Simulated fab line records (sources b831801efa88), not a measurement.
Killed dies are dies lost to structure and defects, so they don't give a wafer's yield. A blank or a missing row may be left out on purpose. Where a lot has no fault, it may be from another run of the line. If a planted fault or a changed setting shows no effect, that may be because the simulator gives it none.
fab line records | flow sky130
record: lots: 14 | wafers: 42 | last_day: 50
route steps=708 shown FIELD_ISO@12
lots that met no fault: taken from a fault-free run of the same line
start_h: start of the lot's first displayed wafer, in hours after the record's first day | wait_h: how many hours have passed since the lot's step before this one | " the same as in the row above | L1.1+2: one row covering several wafers at once | - either no value or no given start | * or withheld: withheld | < > ~ a bound
route shown NAME@n: a module of which the file shows steps, and the number in the route of the first | usual: average and standard deviation across the fault-free wafers | same: alike in all rows | chamber/n: place in a boat | sites: the reading at each site | _std_site: the values' standard deviation | _edge_site: inner sites' mean taken away from outer sites' mean | radius_mm: for every site, how far away it sits from the centre of the wafer | mask NAME#n: copy n | behind: the tool/chamber that last shaped the wafer | hold: reason for holding the lot/hours on hold/outcome of the hold | device: the n, p or np transistor that did not switch | end of line: the same wafers' tests at the end of the route | a step given without rows: its recipe and nothing more | killed: dies lost to structure and defects at the first sort, not the wafer's yield | map: a wafer's dies, x killed, . not, _ none there
set.NAME: setting as actually run; set.NAME@STEP: the setting as run at that earlier step | model.NAME: the simulator's own value behind a step, which no gauge read
a sample of lots followed through the steps of the route, with each step as a table and each wafer as a row
services: a tool's chamber out of use, with start hour (start_h, from the record's first day; less than 0 if before it), hours out, and reason
== steps ==
step: SKY_FIELD_ISO_PEB_11
recipe: peb_temp_c: withheld | peb_time_s: withheld | resist: KrF-thick
usual: chill_plate_temp_C: * | exhaust_pa: 45.0/0.91 | resist_line_temp_C: *
lot.wafer | tool           | chamber | start_h | wait_h | chill_plate_temp_C | exhaust_pa | resist_line_temp_C
L135.1    | litho_track-03 | 0       | 35      | -      | *                  | 44.0       | *
L135.3    | "              | 0       | "       | "      | *                  | 44.2       | *
L135.4    | "              | 0       | "       | "      | *                  | 44.2       | *
L137.1    | litho_track-03 | 0       | 47      | -      | *                  | 42.4       | *
L137.2    | "              | 0       | "       | "      | *                  | 43.9       | *
L137.5    | "              | 0       | "       | "      | *                  | 44.1       | *
L138.4    | litho_track-02 | 0       | 53      | -      | *                  | 43.7       | *
L138.5    | "              | 0       | "       | "      | *                  | 43.9       | *
L138.6    | "              | 0       | "       | "      | *                  | 43.8       | *
L139.2    | litho_track-02 | 0       | 56      | -      | *                  | 44.9       | *
L139.3    | "              | 0       | "       | "      | *                  | 43.4       | *
L139.6    | "              | 0       | "       | "      | *                  | 45.1       | *
L140.1    | litho_track-02 | 0       | 60      | -      | *                  | 45.5       | *
L140.2    | "              | 0       | "       | "      | *                  | 44.7       | *
L140.6    | "              | 0       | "       | "      | *                  | 46.1       | *
L141.2    | litho_track-04 | 0       | 65      | -      | *                  | 44.7       | *
L141.3    | "              | 0       | "       | "      | *                  | 44.8       | *
L141.5    | "              | 0       | 66      | -      | *                  | 44.7       | *
L142.1    | litho_track-02 | 0       | 70      | -      | *                  | 46.4       | *
L142.3    | "              | 0       | "       | "      | *                  | 47.1       | *
L142.6    | "              | 0       | "       | "      | *                  | 46.1       | *
L143.2    | litho_track-04 | 0       | 76      | -      | *                  | 43.0       | *
L143.4    | "              | 0       | 77      | -      | *                  | 44.5       | *
L143.6    | "              | 0       | "       | "      | *                  | 43.9       | *
L144.1    | litho_track-02 | 0       | 84      | -      | *                  | 46.1       | *
L144.2    | "              | 0       | "       | "      | *                  | 46.3       | *
L144.5    | "              | 0       | "       | "      | *                  | 45.4       | *
L145.2    | litho_track-03 | 0       | 86      | -      | *                  | 44.6       | *
L145.4    | "              | 0       | "       | "      | *                  | 44.7       | *
L145.5    | "              | 0       | "       | "      | *                  | 43.7       | *
L147.3    | litho_track-04 | 0       | 97      | -      | *                  | 44.2       | *
L147.4    | "              | 0       | "       | "      | *                  | 43.0       | *
L147.6    | "              | 0       | "       | "      | *                  | 44.1       | *
L148.3    | litho_track-03 | 0       | 101     | -      | *                  | 45.5       | *
L148.4    | "              | 0       | "       | "      | *                  | 45.1       | *
L148.6    | "              | 0       | "       | "      | *                  | 45.0       | *
L150.1    | litho_track-04 | -       | 113     | -      | -                  | -          | -
L150.4    | "              | -       | "       | "      | -                  | -          | -
L150.5    | "              | -       | "       | "      | -                  | -          | -
L151.2    | litho_track-03 | -       | 117     | -      | -                  | -          | -
L151.3    | "              | -       | "       | "      | -                  | -          | -
L151.6    | "              | -       | "       | "      | -                  | -          | -
step: SKY_FIELD_ISO_ETCH_14
recipe: chemistry: N2/H2 | target: BARC | ion_energy_ev: 200 | source_w: 500 | bias_w: 100 | pressure_mtorr: 30 | n2_flow_sccm: 100 | h2_flow_sccm: 200 | stop_on: SiO2 | time_s: 45.9 | target_depth_a: 600
usual: drypump_motor_current_A: 5.7/0.55 | oes_product_au: 0.854/0.0046 | throttle_valve_pct: 13.225/0.01
same: time_s: 45.9
lot.wafer | tool        | chamber | start_h | wait_h | drypump_motor_current_A | oes_product_au | rf_hours_counter_h | throttle_valve_pct
L135.1    | rie_diel-04 | 2       | 36.26   | 0.1    | 5.9                     | 0.857          | 34                 | 13.213
L135.3    | "           | 1       | "       | "      | 5.3                     | 0.846          | 102                | 13.243
L135.4    | "           | 0       | "       | "      | 5.7                     | 0.860          | -                  | 13.225
L137.1    | rie_diel-03 | 3       | 48.21   | 0.1    | 6.3                     | 0.853          | 3                  | 13.226
L137.2    | "           | 1       | "       | "      | 6.6                     | 0.845          | 37                 | 13.219
L137.5    | "           | 2       | "       | "      | 5.8                     | 0.859          | -                  | 13.231
L138.4    | rie_diel-03 | 1       | 54.02   | 0.0    | 6.6                     | 0.854          | 38                 | 13.239
L138.5    | "           | 2       | "       | "      | 5.9                     | 0.855          | -                  | 13.242
L138.6    | "           | 3       | "       | "      | 6.3                     | 0.858          | -                  | 13.217
L139.2    | rie_diel-04 | 2       | 56.47   | 0.1    | 5.9                     | 0.855          | 35                 | 13.223
L139.3    | "           | 3       | "       | "      | 5.5                     | 0.858          | 142                | 13.226
L139.6    | "           | 3       | "       | "      | 5.5                     | 0.856          | -                  | 13.212
L140.1    | rie_diel-02 | 1       | 61.12   | 0.1    | 4.9                     | 0.855          | 94                 | 13.221
L140.2    | "           | 0       | "       | "      | 5.3                     | 0.855          | 20                 | 13.226
L140.6    | "           | 1       | "       | "      | 4.9                     | 0.863          | -                  | 13.223
L141.2    | rie_diel-02 | 0       | 66.37   | 0.1    | 5.3                     | 0.858          | 20                 | 13.239
L141.3    | "           | 2       | "       | "      | 6.3                     | 0.856          | 9                  | 13.237
L141.5    | "           | 1       | "       | "      | 4.9                     | 0.858          | -                  | 13.223
L142.1    | rie_diel-03 | 3       | 70.87   | 0.1    | 6.3                     | 0.863          | 4                  | 13.234
L142.3    | "           | 2       | "       | "      | 5.9                     | 0.856          | 3                  | 13.217
L142.6    | "           | 2       | "       | "      | 5.9                     | 0.863          | -                  | 13.230
L143.2    | rie_diel-03 | 3       | 77.37   | 0.1    | 6.3                     | 0.848          | 4                  | 13.229
L143.4    | "           | 3       | "       | "      | 6.3                     | 0.851          | -                  | 13.219
L143.6    | "           | 2       | "       | "      | 5.8                     | 0.866          | -                  | 13.231
L144.1    | rie_diel-03 | 2       | 84.47   | 0.1    | 5.9                     | 0.842          | 3                  | 13.220
L144.2    | "           | 1       | "       | "      | 6.6                     | 0.858          | 38                 | 13.233
L144.5    | "           | 3       | "       | "      | 6.3                     | 0.856          | -                  | 13.229
L145.2    | rie_diel-02 | 2       | 87.01   | 0.1    | 6.3                     | 0.852          | 9                  | 13.240
L145.4    | "           | 1       | "       | "      | 4.9                     | 0.858          | 94                 | 13.220
L145.5    | "           | 0       | "       | "      | 5.3                     | 0.855          | -                  | 13.237
L147.3    | rie_diel-03 | 3       | 97.57   | 0.1    | 6.4                     | 0.855          | 4                  | 13.227
L147.4    | "           | 1       | "       | "      | 6.6                     | 0.855          | 38                 | 13.213
L147.6    | "           | 1       | "       | "      | 6.6                     | 0.857          | -                  | 13.239
L148.3    | rie_diel-04 | 1       | 101.71  | 0.1    | 5.3                     | 0.855          | 103                | 13.226
L148.4    | "           | 0       | "       | "      | 5.7                     | 0.848          | 7                  | 13.229
L148.6    | "           | 0       | "       | "      | 5.7                     | 0.859          | -                  | 13.241
L150.1    | rie_diel-03 | 1       | 114.32  | 0.1    | 6.6                     | 0.859          | 39                 | 13.232
L150.4    | "           | 0       | "       | "      | 4.8                     | 0.850          | 58                 | 13.218
L150.5    | "           | 2       | "       | "      | 5.8                     | 0.850          | -                  | 13.218
L151.2    | rie_diel-04 | 0       | 118.26  | 0.1    | 5.7                     | 0.855          | 8                  | 13.220
L151.3    | "           | 1       | "       | "      | 5.4                     | 0.854          | 104                | 13.221
L151.6    | "           | 1       | "       | "      | 5.3                     | 0.861          | -                  | 13.227
step: SKY_FIELD_ISO_STRIP_16
recipe: chemistry: O2/N2 | power_w: 1400 | pressure_mtorr: 1500 | platen_temp_c: withheld | o2_flow_sccm: 3000 | n2_flow_sccm: 300 | overash_fraction: 0.5
usual: drypump_motor_current_A: 5.8/0.49 | oes_product_au: 0.378/0.005 | strip_time_to_endpoint_s: 3.56/0.037
lot.wafer | tool            | chamber | start_h | wait_h | drypump_motor_current_A | oes_product_au | rf_hours_counter_h | strip_time_to_endpoint_s
L135.1    | plasma_asher-01 | 1       | 36.36   | 0.0    | 6.6                     | 0.383          | 35                 | 3.58
L135.3    | "               | 0       | "       | "      | 5.8                     | 0.383          | -                  | 3.52
L135.4    | "               | 1       | "       | "      | 6.6                     | 0.380          | -                  | 3.57
L137.1    | plasma_asher-01 | 0       | 48.31   | 0.0    | 5.8                     | 0.372          | 36                 | 3.55
L137.2    | "               | 1       | "       | "      | 6.6                     | 0.382          | 36                 | 3.53
L137.5    | "               | 1       | "       | "      | 6.6                     | 0.380          | -                  | 3.61
L138.4    | plasma_asher-03 | 1       | 54.15   | 0.1    | 5.1                     | 0.372          | -                  | 3.54
L138.5    | "               | 0       | "       | "      | 5.8                     | 0.384          | -                  | 3.62
L138.6    | "               | 1       | "       | "      | 5.1                     | 0.378          | -                  | 3.56
L139.2    | plasma_asher-01 | 0       | 56.57   | 0.0    | 5.8                     | 0.388          | 37                 | 3.61
L139.3    | "               | 1       | "       | "      | 6.6                     | 0.380          | -                  | 3.61
L139.6    | "               | 1       | "       | "      | 6.6                     | 0.377          | -                  | 3.57
L140.1    | plasma_asher-01 | 1       | 61.22   | 0.0    | 6.6                     | 0.377          | 37                 | 3.57
L140.2    | "               | 0       | "       | "      | 5.8                     | 0.383          | 37                 | 3.57
L140.6    | "               | 1       | "       | "      | 6.6                     | 0.371          | -                  | 3.57
L141.2    | plasma_asher-03 | 1       | 66.47   | 0.0    | 5.1                     | 0.381          | 26                 | 3.58
L141.3    | "               | 0       | "       | "      | 5.8                     | 0.374          | -                  | 3.55
L141.5    | "               | 1       | "       | "      | 5.1                     | 0.383          | -                  | 3.58
L142.1    | plasma_asher-01 | 0       | 70.97   | 0.0    | 5.8                     | 0.382          | 38                 | 3.54
L142.3    | "               | 0       | "       | "      | 5.8                     | 0.380          | -                  | 3.60
L142.6    | "               | 1       | "       | "      | 6.6                     | 0.377          | -                  | 3.62
L143.2    | plasma_asher-04 | 0       | 77.47   | 0.0    | 5.8                     | 0.385          | 34                 | 3.57
L143.4    | "               | 1       | "       | "      | 5.4                     | 0.380          | -                  | 3.54
L143.6    | "               | 1       | "       | "      | 5.4                     | 0.378          | -                  | 3.61
L144.1    | plasma_asher-01 | 0       | 84.57   | 0.0    | 5.7                     | 0.377          | 39                 | 3.64
L144.2    | "               | 1       | "       | "      | 6.6                     | 0.382          | 39                 | 3.54
L144.5    | "               | 0       | "       | "      | 5.8                     | 0.378          | -                  | 3.56
L145.2    | plasma_asher-03 | 1       | 87.11   | 0.0    | 5.1                     | 0.384          | 29                 | 3.53
L145.4    | "               | 1       | "       | "      | 5.1                     | 0.382          | -                  | 3.56
L145.5    | "               | 0       | "       | "      | 5.8                     | 0.372          | -                  | 3.49
L147.3    | plasma_asher-04 | 1       | 97.70   | 0.1    | 5.4                     | 0.379          | -                  | 3.55
L147.4    | "               | 0       | "       | "      | 5.9                     | 0.375          | -                  | 3.54
L147.6    | "               | 1       | "       | "      | 5.4                     | 0.375          | -                  | 3.57
L148.3    | plasma_asher-01 | 0       | 101.84  | 0.1    | 5.8                     | 0.382          | -                  | 3.57
L148.4    | "               | 1       | "       | "      | 6.6                     | 0.385          | -                  | 3.56
L148.6    | "               | 1       | "       | "      | 6.6                     | 0.381          | -                  | 3.55
L150.1    | plasma_asher-03 | 0       | 114.42  | 0.0    | 5.7                     | 0.368          | 32                 | 3.53
L150.4    | "               | 0       | "       | "      | 5.7                     | 0.381          | -                  | 3.53
L150.5    | "               | 0       | "       | "      | 5.8                     | 0.386          | -                  | 3.60
L151.2    | plasma_asher-04 | 0       | 118.36  | 0.0    | 5.8                     | 0.379          | 38                 | 3.56
L151.3    | "               | 1       | "       | "      | 5.3                     | 0.380          | -                  | 3.57
L151.6    | "               | 1       | "       | "      | 5.4                     | 0.383          | -                  | 3.54
step: SKY_FIELD_ISO_THK_MEAS_25
recipe: reads: SiO2_of_FIELD_ISO_CVD_24
usual: FIELD_ISO_CVD_24_THK: 592/6.6
lot.wafer | tool          | chamber | start_h | wait_h | FIELD_ISO_CVD_24_THK[nm]
L135.1    | film_metro-02 | -       | 38.12   | 0.0    | 591
L135.3    | "             | -       | "       | "      | 591
L135.4    | "             | -       | "       | "      | 585
L137.1    | film_metro-03 | -       | 50.05   | 0.0    | 596
L137.2    | "             | -       | "       | "      | 596
L137.5    | "             | -       | "       | "      | 598
L138.4    | film_metro-01 | -       | 57.10   | 0.0    | 586
L138.5    | "             | -       | "       | "      | 583
L138.6    | "             | -       | "       | "      | 585
L139.2    | film_metro-01 | -       | 59.76   | 0.0    | 586
L139.3    | "             | -       | "       | "      | 598
L139.6    | "             | -       | "       | "      | 601
L140.1    | film_metro-02 | -       | 66.82   | 0.0    | 596
L140.2    | "             | -       | "       | "      | 588
L140.6    | "             | -       | "       | "      | 585
L141.2    | film_metro-01 | -       | 70.96   | 0.1    | 590
L141.3    | "             | -       | "       | "      | 584
L141.5    | "             | -       | "       | "      | 585
L142.1    | film_metro-03 | -       | 76.34   | 0.0    | 598
L142.3    | "             | -       | "       | "      | 589
L142.6    | "             | -       | "       | "      | 604
L143.2    | film_metro-02 | -       | 80.43   | 0.0    | 598
L143.4    | "             | -       | "       | "      | 602
L143.6    | "             | -       | "       | "      | 596
L144.1    | film_metro-03 | -       | 86.32   | 0.0    | 591
L144.2    | "             | -       | "       | "      | 591
L144.5    | "             | -       | "       | "      | 594
L145.2    | film_metro-02 | -       | 91.61   | 0.0    | 595
L145.4    | "             | -       | "       | "      | 582
L145.5    | "             | -       | "       | "      | 591
L147.3    | film_metro-02 | -       | 102.36  | 0.1    | 583
L147.4    | "             | -       | "       | "      | 583
L147.6    | "             | -       | "       | "      | 586
L148.3    | film_metro-01 | -       | 106.41  | 0.1    | 584
L148.4    | "             | -       | "       | "      | 589
L148.6    | "             | -       | "       | "      | 585
L150.1    | film_metro-01 | -       | 116.62  | 0.0    | 581
L150.4    | "             | -       | "       | "      | 591
L150.5    | "             | -       | "       | "      | 598
L151.2    | film_metro-03 | -       | 120.20  | 0.0    | 582
L151.3    | "             | -       | "       | "      | 592
L151.6    | "             | -       | "       | "      | 593
== services ==
tool            | chamber | start_h | hours | kind
rie_diel-04     | -       | 12.94   | 0.4   | repair
rie_diel-03     | 0       | 15.80   | 14.1  | repair
rie_diel-02     | 3       | 60.61   | 6.3   | repair
rie_diel-03     | 0       | 65.88   | 5.2   | repair
rie_diel-03     | 0       | 75.93   | 8.0   | repair
litho_track-02  | -       | 78.03   | -     | consumable_replace:filter
plasma_asher-01 | -       | 93.04   | 6.3   | repair
plasma_asher-04 | -       | 105.36  | 2.8   | pm
plasma_asher-03 | -       | 118.35  | 13.9  | pm
== key ==
first_sign: step: SKY_FIELD_ISO_PEB_11 | reading: tool_record | direction: missing
effect none on later readings
met_at SKY_FIELD_ISO_PEB_11
struck_lots L150,L151
later_rows_left_out L150.1,L150.4,L150.5,L151.2,L151.3,L151.6
sort_left_out L150.1,L150.4,L150.5,L151.2,L151.3,L151.6
tester_left_out L150,L151
not_acting_at SKY_FIELD_ISO_ETCH_14,SKY_FIELD_ISO_STRIP_16,SKY_FIELD_ISO_THK_MEAS_25
onset_between 101 113
fault: kind: skipped_step_whole | tool: litho_track-03,litho_track-04 | chamber: - | onset_h: 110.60 | steps: SKY_FIELD_ISO_PEB_11 | scope: struck_lots_only
tester_left_out: of these lots the tester's yield and bins aren't shown, on N5 and GAA mostly nor the transistor test; their killed dies are dies lost to structure and defects alone, not to doping, threshold or leakage, so they don't give the yield
sort_left_out: the simulated sort isn't trusted on such a fault, so these wafers' sort isn't shown, and their yield isn't known
later_rows_left_out: the simulator's readings of these wafers behind a module that went badly wrong aren't trusted and aren't shown, but for the sort
